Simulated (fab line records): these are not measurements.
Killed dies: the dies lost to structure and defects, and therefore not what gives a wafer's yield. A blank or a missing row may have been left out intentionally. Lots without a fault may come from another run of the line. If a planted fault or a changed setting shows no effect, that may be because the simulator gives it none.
A lot that was struck, set against a sound lot + flow sky130 + 15 steps out of a route of 708
Sound: these wafers, L851.3, L851.4, L851.6. Wafers struck: L861.2, L861.3, L861.4. At the end, the cause is stated.
Each step with rows lists, per side, the tool, then ch with its chambers, then its first start. Under that, the readings that differ: sound wafers + struck wafers + difference of the means + sigmas: that difference in standard deviations of wafers without a fault.
alike: same words and numbers on both sides, and readings whose means sit less than 2 such deviations apart. not compared: any withheld reading, any reading some wafer has no value for, any bound like >300 that may hide the same value, and any number with overlapping values for which the record gives no deviation.
A row with sigmas, a row that says differs or no value, or rows on one side alone: a step with any of these is where the two part. Non-overlapping numbers with no deviation appear without sigmas and do not part them. A reading missing from all wafers of one side parts the sides only when that side holds two or more wafers.

first, 6 steps without rows for these wafers: SKY_GATE_OXIDE_HMDS_04 (prime time 60 s); SKY_GATE_OXIDE_COAT_05 (resist thk 1140 nm); SKY_GATE_OXIDE_SOFTBAKE_06 (time 60 s); SKY_GATE_OXIDE_EXPOSE_07 (exposes mask LVOM, target cd 600 nm); SKY_GATE_OXIDE_PEB_08; SKY_GATE_OXIDE_DEVELOP_09 (develop time 60 s).
SKY_GATE_OXIDE_OVL_MEAS_10:
  sound: overlay-01 at day 13 19:38; struck: overlay-02 at day 17 13:14
  alike: GATE_OXIDE_OVL
then, 2 steps without rows for these wafers: SKY_GATE_OXIDE_IMPLANT_11; SKY_GATE_OXIDE_WET_ETCH_12 (etches SiO2 in dHF, target depth 16.8 nm, time 336 s).
SKY_GATE_OXIDE_STRIP_13: strips in O2/N2.
  sound on plasma asher-01 ch 0,1, day 13 19:57; struck on plasma asher-03 ch 0,1, day 17 13:31
| reading                      | sound             | struck            | difference | sigmas |
|------------------------------|-------------------|-------------------|------------|--------|
| strip time to endpoint s (s) | 14.23 14.24 14.23 | 14.11 14.12 14.13 | -0.11      | -2     |
  alike: drypump motor current A, oes product au
  not compared: rf hours counter h
SKY_GATE_OXIDE_TW_MEAS_14:
  sound: film metro-04 at day 13 20:02; struck: film metro-04 at day 17 13:37
  alike: GATE_OXIDE_TW
then, 1 step without rows for these wafers: SKY_GATE_OXIDE_CLEAN_15 (cleans in SC1/SC2, time 150 s).
SKY_GATE_OXIDE_OXIDATION_16: stabilise 600 s, purge 300 s, target thk 3.57 nm.
  sound on furnace-02 ch 0, day 13 20:22; struck on furnace-01 ch 0, day 17 16:20
  alike: spike tc bottom C, spike tc lower C, zone power lower pct
then, 1 step without rows for these wafers: SKY_POLY_GATE_CVD_00 (deposits poly-Si, target thk 180 nm, time 720 s).
-- here the record skips 31 days between the struck wafers' starts before and after, leaving off in module POLY_GATE and picking up in module PAD_OPEN (first step shown: number 708 of the route) --
SKY_PAD_OPEN_PROBE_99:
  sound: prober-02 at day 45 15:20; struck: prober-02 at day 48 13:01
| reading                                | sound                         | struck                        | difference | sigmas |
|----------------------------------------|-------------------------------|-------------------------------|------------|--------|
| model.etest.pfet_01v8.r on ohm um      | 2977 2985 2949                | 3651 3537 3655                | +644       |        |
| model.etest.nfet_16v.r on ohm um       | 1.399e+04 1.403e+04 1.407e+04 | 1.487e+04 1.467e+04 1.478e+04 | +7.433e+02 |        |
| model.etest.nfet_01v8.r on ohm um      | 843.8 864.9 846.6             | 1127 1071 1142                | +262       |        |
| model.etest.tip sonos.rs ohm sq        | 2626 2684 2672                | 2852 2756 2782                | +136       |        |
| model.etest.pfet g5v0d10v5.r on ohm um | 4759 4800 4764                | 4992 4877 4904                | +150       |        |
| model.etest.tip p.rs ohm sq            | 6940 7020 6937                | 7203 7225 7247                | +259       |        |
| model.etest.nfet_01v8_lvt.drive ua um  | 566.8 554.2 567               | 391.6 416.5 387.3             | -164.2     |        |
  alike: killed_at_M0_to_M3, killed_at_M4_up, killed at contacts, killed at front end, killed at other, killed dies, killed open, killed short
  not compared: model.etest.pfet_16v.r on ohm um

== WHERE THEY PART ==
Only at SKY_GATE_OXIDE_STRIP_13, as far as this record shows. Later steps at which nothing parts them and some readings are alike: SKY_GATE_OXIDE_TW_MEAS_14, SKY_GATE_OXIDE_OXIDATION_16, SKY_PAD_OPEN_PROBE_99.

WHY: the cause the simulator had injected
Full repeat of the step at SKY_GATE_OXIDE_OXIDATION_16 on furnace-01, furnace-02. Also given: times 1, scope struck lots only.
